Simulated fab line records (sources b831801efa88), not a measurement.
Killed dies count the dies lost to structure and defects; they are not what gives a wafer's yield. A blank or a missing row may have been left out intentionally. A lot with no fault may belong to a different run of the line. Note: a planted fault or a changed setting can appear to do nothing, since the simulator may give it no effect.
fab line records    flow gf180mcu
record: lots: 13  wafers: 39  last-day: 34
route steps=602 shown STI@5 MVSD@74 NSD@246 PSD@255
lots with no fault: from the same line, run without faults
start-h: the number of hours between the record's first day and the start of the first shown wafer of the lot    wait-h: hours elapsed since this lot's preceding step    " the same as in the row above    L1.1+2: several wafers, shown together as one row    - either no value or no given start    * or withheld: withheld    < > ~ a bound
route shown NAME@n: NAME is a module with steps in the file, n the number in the route of the first one    usual: mean and standard deviation over wafers with no fault    same: alike in all rows    chamber/n: place in a boat    sites: readings site by site    _std_site: how widely they spread, as a standard deviation    _edge_site: mean of outer sites minus mean of inner sites    radius-mm: how far each site lies from the wafer's centre    mask NAME#n: copy n    behind: tool/chamber where the wafer was last shaped    hold: cause of the lot's hold/its duration in hours/its outcome    device: the n, p or np transistor that did not switch    end of line: tests of these same wafers at the route's end    a step without rows: its recipe alone    killed: at the first sort, the dies lost to defects and structure; wafer yield is something else    map: the dies of a wafer, with x for killed, . for not killed, _ for no die there
set.NAME: the run value of the setting; set.NAME@STEP: its run value at that earlier step    model.NAME: the simulator's own value behind a step, which no gauge read
route steps across a sampled set of lots; one table per step, one row per wafer
services: when a tool's chamber went out of use (start-h, in hours from the record's first day, below 0 if earlier), for how many hours, and the reason
== steps ==
step: GF_STI_THK_MEAS_04
recipe: reads: Si3N4_of_STI_CVD_03
usual: STI_CVD_03_THK: 208.0/2.2
lot.wafer  tool           chamber  start-h  wait-h  STI_CVD_03_THK[nm]
L543.2     film-metro-03  -        14.36    0.0     210.0
L543.5     "              -        "        "       210.4
L543.6     "              -        "        "       211.5
L544.2     film-metro-03  -        20.33    0.0     207.6
L544.5     "              -        "        "       209.8
L544.6     "              -        "        "       209.2
L552.3     film-metro-03  -        58.75    0.0     205.2
L552.4     "              -        "        "       205.6
L552.5     "              -        "        "       206.2
L553.3     film-metro-04  -        64.37    0.0     211.3
L553.4     "              -        "        "       211.1
L553.6     "              -        "        "       210.5
L554.2     film-metro-04  -        68.57    0.0     209.5
L554.3     "              -        "        "       209.9
L554.5     "              -        "        "       207.5
L555.1     film-metro-04  -        73.64    0.0     210.1
L555.2     "              -        "        "       208.7
L555.6     "              -        "        "       208.1
L558.4     film-metro-04  -        89.61    0.0     205.6
L558.5     "              -        "        "       205.2
L558.6     "              -        "        "       204.6
L559.2     film-metro-02  -        93.57    0.0     211.7
L559.5     "              -        "        "       211.2
L559.6     "              -        "        "       210.8
L561.2     film-metro-04  -        104.08   0.0     208.7
L561.4     "              -        "        "       207.1
L561.6     "              -        "        "       206.2
L562.3     film-metro-04  -        108.58   0.0     209.5
L562.4     "              -        "        "       208.4
L562.5     "              -        "        "       209.0
L563.3     film-metro-02  -        114.26   0.0     205.5
L563.5     "              -        "        "       207.4
L563.6     "              -        "        "       204.4
L564.3     film-metro-03  -        120.75   0.0     206.8
L564.5     "              -        "        "       207.0
L564.6     "              -        "        "       206.1
L565.1     film-metro-04  -        127.14   0.0     209.9
L565.3     "              -        "        "       207.2
L565.5     "              -        "        "       208.6
step: GF_MVSD_IMPLANT_08
recipe: species: P  energy-kev: 400  dose-cm2: 1.6e+13  tilt-deg: 0
usual: tilt-deg: 0.001/0.019
same: implant-ion-amu: 31
lot.wafer  tool          chamber  start-h  wait-h  tilt-deg
L543.2     implanter-02  0        82.19    0.0     0.001
L543.5     "             0        "        "       -0.023
L543.6     "             0        "        "       -0.025
L544.2     implanter-04  0        90.33    0.0     0.000
L544.5     "             0        "        "       0.000
L544.6     "             0        "        "       -0.017
L552.3     implanter-03  0        134.45   0.1     0.015
L552.4     "             0        "        "       -0.040
L552.5     "             0        "        "       0.002
L553.3     implanter-02  0        141.00   0.1     -0.030
L553.4     "             0        "        "       0.022
L553.6     "             0        "        "       -0.009
L554.2     implanter-03  0        145.65   0.0     -0.009
L554.3     "             0        "        "       0.042
L554.5     "             0        "        "       0.025
L555.1     implanter-04  0        152.52   0.0     -0.021
L555.2     "             0        "        "       -0.011
L555.6     "             0        "        "       -0.028
L558.4     implanter-03  0        170.05   0.1     0.022
L558.5     "             0        "        "       -0.003
L558.6     "             0        "        "       0.006
L559.2     implanter-04  0        175.35   0.0     0.004
L559.5     "             0        "        "       0.006
L559.6     "             0        "        "       0.026
L561.2     implanter-03  0        192.35   0.0     0.001
L561.4     "             0        "        "       0.011
L561.6     "             0        "        "       0.013
L562.3     implanter-04  0        195.42   0.1     11.910
L562.4     "             0        "        "       11.885
L562.5     "             0        "        "       11.881
L563.3     implanter-03  0        200.60   0.1     -0.006
L563.5     "             0        "        "       -0.008
L563.6     "             0        "        "       -0.006
L564.3     implanter-04  0        209.25   0.1     11.902
L564.5     "             0        "        "       11.891
L564.6     "             0        "        "       11.931
L565.1     implanter-04  0        214.52   0.0     11.914
L565.3     "             0        "        "       11.884
L565.5     "             0        "        "       11.921
step: GF_MVSD_TW_MEAS_11
usual: MVSD_TW: 1592/11
lot.wafer  tool           chamber  start-h  wait-h  hold                      MVSD_TW
L543.2     film-metro-04  -        82.58    0.1     -                         1598
L543.5     "              -        "        "       -                         1597
L543.6     "              -        "        "       -                         1598
L544.2     film-metro-04  -        90.71    0.1     -                         1600
L544.5     "              -        "        "       -                         1603
L544.6     "              -        "        "       -                         1597
L552.3     film-metro-04  -        134.82   0.1     -                         1599
L552.4     "              -        "        "       -                         1598
L552.5     "              -        "        "       -                         1587
L553.3     film-metro-01  -        141.37   0.1     -                         1587
L553.4     "              -        "        "       -                         1587
L553.6     "              -        "        "       -                         1588
L554.2     film-metro-03  -        146.04   0.1     -                         1608
L554.3     "              -        "        "       -                         1597
L554.5     "              -        "        "       -                         1591
L555.1     film-metro-03  -        152.92   0.1     -                         1607
L555.2     "              -        "        "       -                         1596
L555.6     "              -        "        "       -                         1600
L558.4     film-metro-04  -        170.41   0.1     -                         1592
L558.5     "              -        "        "       -                         1592
L558.6     "              -        "        "       -                         1579
L559.2     film-metro-04  -        175.74   0.1     -                         1585
L559.5     "              -        "        "       -                         1588
L559.6     "              -        "        "       -                         1586
L561.2     film-metro-01  -        192.74   0.1     -                         1571
L561.4     "              -        "        "       -                         1576
L561.6     "              -        "        "       -                         1568
L562.3     film-metro-03  -        195.79   0.1     await-dispo/0.2h/release  1785
L562.4     "              -        "        "       await-dispo/0.2h/release  1774
L562.5     "              -        "        "       await-dispo/0.2h/release  1775
L562.3     film-metro-03  -        196.01   0.2     -                         1782
L562.4     "              -        "        "       -                         1777
L562.5     "              -        "        "       -                         1783
L563.3     film-metro-01  -        200.97   0.1     -                         1580
L563.5     "              -        "        "       -                         1571
L563.6     "              -        "        "       -                         1581
L564.3     film-metro-03  -        209.62   0.1     await-dispo/0.2h/release  1779
L564.5     "              -        "        "       await-dispo/0.2h/release  1783
L564.6     "              -        "        "       await-dispo/0.2h/release  1768
L564.3     film-metro-03  -        209.85   0.2     -                         1786
L564.5     "              -        "        "       -                         1776
L564.6     "              -        "        "       -                         1785
L565.1     film-metro-03  -        214.92   0.1     await-dispo/0.2h/release  1779
L565.3     "              -        "        "       await-dispo/0.2h/release  1778
L565.5     "              -        "        "       await-dispo/0.2h/release  1774
L565.1     film-metro-03  -        215.14   0.2     -                         1770
L565.3     "              -        "        "       -                         1783
L565.5     "              -        "        "       -                         1776
step: GF_NSD_STRIP_11
recipe: chemistry: O2/N2  power-w: 1400  pressure-mtorr: 1500  platen-temp-c: 250  o2-flow-sccm: 3000  n2-flow-sccm: 300  overash-fraction: 0.5
usual: drypump-motor-current-A: 5.8/0.49  heater-power-w: 345/23  oes-product-au: 0.487/0.0046  strip-time-to-endpoint-s: 22.98/0.043
lot.wafer  tool             chamber  start-h  wait-h  drypump-motor-current-A  heater-power-w  oes-product-au  rf-hours-counter-h  strip-time-to-endpoint-s
L543.2     plasma-asher-03  1        295.64   0.1     5.4                      317             0.485           69                  22.94
L543.5     "                1        "        "       5.4                      313             0.486           -                   22.93
L543.6     "                0        "        "       5.3                      362             0.480           -                   22.95
L544.2     plasma-asher-03  1        308.44   0.1     5.4                      310             0.488           71                  23.06
L544.5     "                0        "        "       5.3                      365             0.490           -                   23.05
L544.6     "                1        "        "       5.3                      314             0.486           -                   23.00
L552.3     plasma-asher-04  1        375.36   0.1     6.5                      389             0.476           -                   22.98
L552.4     "                0        "        "       5.6                      308             0.491           -                   23.01
L552.5     "                1        "        "       6.5                      386             0.493           -                   22.96
L553.3     plasma-asher-01  0        383.98   0.1     5.3                      351             0.486           -                   23.01
L553.4     "                1        "        "       6.3                      344             0.498           -                   23.01
L553.6     "                1        "        "       6.3                      350             0.486           -                   23.04
L554.2     plasma-asher-04  0        389.33   0.1     5.6                      314             0.486           28                  22.92
L554.3     "                0        "        "       5.6                      315             0.491           -                   22.94
L554.5     "                0        "        "       5.6                      327             0.486           -                   22.94
L555.1     plasma-asher-01  0        400.47   0.1     5.3                      342             0.487           76                  22.99
L555.2     "                1        "        "       6.3                      354             0.482           76                  22.98
L555.6     "                0        "        "       5.3                      348             0.478           -                   22.99
L558.4     plasma-asher-01  0        423.36   0.1     5.3                      355             0.494           -                   22.98
L558.5     "                0        "        "       5.3                      354             0.479           -                   23.02
L558.6     "                1        "        "       6.3                      361             0.487           -                   23.02
L559.2     plasma-asher-03  0        434.69   0.1     5.3                      343             0.482           1                   23.01
L559.5     "                1        "        "       5.4                      322             0.485           -                   22.98
L559.6     "                0        "        "       5.3                      353             0.487           -                   22.98
L561.2     plasma-asher-01  0        458.33   0.1     5.3                      349             0.482           82                  22.90
L561.4     "                1        "        "       6.3                      350             0.489           -                   22.93
L561.6     "                0        "        "       5.3                      346             0.481           -                   22.92
L562.3     plasma-asher-01  1        467.28   0.1     6.3                      344             0.485           -                   22.90
L562.4     "                0        "        "       5.3                      349             0.489           -                   22.93
L562.5     "                0        "        "       5.3                      351             0.486           -                   22.97
L563.3     plasma-asher-01  1        468.15   0.1     6.3                      356             0.485           -                   23.01
L563.5     "                0        "        "       5.3                      353             0.488           -                   22.95
L563.6     "                1        "        "       6.3                      354             0.493           -                   23.00
L564.3     plasma-asher-01  0        478.16   0.1     5.3                      338             0.482           -                   22.94
L564.5     "                0        "        "       5.3                      344             0.488           -                   22.99
L564.6     "                1        "        "       6.3                      350             0.492           -                   22.94
L565.1     plasma-asher-03  1        483.57   0.1     5.4                      311             0.489           5                   23.04
L565.3     "                0        "        "       5.4                      335             0.490           -                   22.99
L565.5     "                0        "        "       5.3                      337             0.487           -                   22.96
step: GF_PSD_CD_MEAS_07
recipe: target-cd-nm: 400
usual: cd-nm: 400.7/2.6
lot.wafer  tool       chamber  start-h  wait-h  cd-nm
L543.2     cd-sem-01  -        316.46   0.1     402.9
L543.5     "          -        "        "       403.3
L543.6     "          -        "        "       402.9
L544.2     cd-sem-01  -        328.91   0.1     398.7
L544.5     "          -        "        "       397.3
L544.6     "          -        "        "       399.6
L552.3     cd-sem-02  -        398.48   0.1     396.6
L552.4     "          -        "        "       396.9
L552.5     "          -        "        "       396.2
L553.3     cd-sem-02  -        407.73   0.1     400.0
L553.4     "          -        "        "       401.4
L553.6     "          -        "        "       400.1
L554.2     cd-sem-02  -        412.61   0.1     396.2
L554.3     "          -        "        "       399.0
L554.5     "          -        "        "       399.1
L555.1     cd-sem-02  -        424.09   0.1     400.6
L555.2     "          -        "        "       401.2
L555.6     "          -        "        "       402.4
L558.4     cd-sem-02  -        448.38   0.1     397.0
L558.5     "          -        "        "       397.3
L558.6     "          -        "        "       398.1
L559.2     cd-sem-01  -        460.16   0.1     405.6
L559.5     "          -        "        "       403.0
L559.6     "          -        "        "       402.4
L561.2     cd-sem-01  -        482.65   0.1     397.7
L561.4     "          -        "        "       399.2
L561.6     "          -        "        "       398.5
L562.3     cd-sem-01  -        491.56   0.1     401.8
L562.4     "          -        "        "       398.1
L562.5     "          -        "        "       399.3
L563.3     cd-sem-02  -        492.33   0.1     401.0
L563.5     "          -        "        "       402.9
L563.6     "          -        "        "       402.1
L564.3     cd-sem-02  -        502.21   0.1     398.5
L564.5     "          -        "        "       396.8
L564.6     "          -        "        "       396.0
L565.1     cd-sem-01  -        507.28   0.1     401.7
L565.3     "          -        "        "       402.3
L565.5     "          -        "        "       402.0
== services ==
tool             chamber  start-h  hours  kind
plasma-asher-01  -        64.75    2.8    pm
plasma-asher-03  -        71.71    2.8    pm
implanter-02     -        93.67    1.4    repair
implanter-03     -        97.96    0.5    repair
plasma-asher-01  -        102.89   5.2    repair
plasma-asher-04  -        108.75   9.0    pm
implanter-04     -        124.43   3.5    pm
plasma-asher-03  -        132.79   2.2    repair
plasma-asher-01  -        144.92   1.0    repair
implanter-02     -        151.80   1.6    repair
plasma-asher-03  -        152.06   4.7    repair
plasma-asher-01  -        179.83   1.8    repair
implanter-03     -        182.29   3.0    pm
implanter-04     -        252.27   3.4    repair
implanter-04     -        280.78   4.1    pm
implanter-03     -        305.43   3.2    repair
implanter-02     -        331.77   6.7    repair
implanter-04     -        366.96   3.8    repair
plasma-asher-04  -        379.00   4.1    repair
plasma-asher-03  -        421.25   9.0    pm
plasma-asher-03  0        421.25   9.0    vent-cycle
plasma-asher-03  1        421.25   9.0    vent-cycle
implanter-03     -        432.45   3.2    pm
implanter-03     -        477.90   4.5    repair
== key ==
first-sign: step: GF_MVSD_IMPLANT_08  reading: tilt-deg  direction: up  sigmas: 99+  usual: 0.001  struck: 11.902
effect: step: GF_MVSD_TW_MEAS_11  reading: visit  direction: added
effect: step: GF_MVSD_TW_MEAS_11  reading: MVSD_TW  direction: up  sigmas: 17  usual: 1592  struck: 1777
met-at GF_MVSD_IMPLANT_08
struck-lots L562,L564,L565
tester-left-out L562,L564,L565
not-acting-at GF_STI_THK_MEAS_04,GF_NSD_STRIP_11,GF_PSD_CD_MEAS_07
onset-between 175.35 195.42
fault: kind: process-parameter-drift  tool: implanter-04  chamber: -  onset-h: 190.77  steps: GF_MVSD_IMPLANT_08  channel: tilt-deg  offset: 11.888  shape: step  end-h: 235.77  acts-in: these-recipes-only  stated: 0
tester-left-out: of these lots the tester's yield and bins aren't shown, on N5 and GAA mostly nor the transistor test; their killed dies are dies lost to structure and defects alone, not to doping, threshold or leakage, so they don't give the yield
